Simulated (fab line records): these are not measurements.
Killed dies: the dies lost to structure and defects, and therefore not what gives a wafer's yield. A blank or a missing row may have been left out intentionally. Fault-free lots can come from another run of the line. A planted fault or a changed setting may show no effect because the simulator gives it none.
What tool caused it? || flow sky130 || 12 lots, 36 wafers sampled, at 1 step of a route of 708

WHAT THE GAUGES READ, wafer by wafer
SKY_METAL3_CD_MEAS_13 targets a cd of 300 nm.
{"lot": "L075", "measured": "day 38 16:29", "on": "cdSem-02", "cdNm (nm)": "297.9 297.4 298.3"}
{"lot": "L077", "measured": "day 39 08:10", "on": "cdSem-01", "cdNm (nm)": "300.6 300.4 299.8"}
{"lot": "L079", "measured": "day 40 07:59", "on": "cdSem-01", "cdNm (nm)": "299.5 300.1 298.4"}
{"lot": "L081", "measured": "day 40 20:31", "on": "cdSem-01", "cdNm (nm)": "299.5 299.6 300.6"}
{"lot": "L083", "measured": "day 40 23:33", "on": "cdSem-02", "cdNm (nm)": "299.7 299.4 299.8"}
{"lot": "L085", "measured": "day 41 13:17", "on": "cdSem-01", "cdNm (nm)": "299.1 300.2 298.9"}
{"lot": "L087", "measured": "day 42 02:28", "on": "cdSem-02", "cdNm (nm)": "299.0 298.4 299.6"}
{"lot": "L089", "measured": "day 42 14:40", "on": "cdSem-01", "cdNm (nm)": "300.2 301.8 300.3"}
{"lot": "L092", "measured": "day 44 02:05", "on": "cdSem-02", "cdNm (nm)": "298.6 299.1 299.6"}
{"lot": "L093", "measured": "day 44 03:10", "on": "cdSem-02", "cdNm (nm)": "298.6 298.9 300.7"}
{"lot": "L095", "measured": "day 44 11:16", "on": "cdSem-02", "cdNm (nm)": "297.7 299.9 298.7"}
{"lot": "L097", "measured": "day 44 21:16", "on": "cdSem-02", "cdNm (nm)": "297.9 297.8 299.3"}

WHICH TOOL RAN EACH LOT (tool, then ch and the chambers of the sampled wafers, then the start)
No process step before these readings appears in the record.

THE ANSWER, worked out from the rows above alone
Rule: what is usual is taken from the lots themselves. The widest of any qualifying gaps counts: lots, ordered by their means at a reading, are off when they make up no more than a third of the lots, leave a main group of 4 or more, and stand apart from it by 3 or more times the standard deviation of that group's means. The tables above print the reading to a certain number of digits; a main group whose means all agree to those digits is not used. A lot without any number at a reading at which 4 lots or more have one is off too. All remaining lots with rows at the step are treated as sound.
Across all readings shown, no lot is off: no conclusion can be drawn from this.

WHAT THE SIMULATOR HAD INSERTED
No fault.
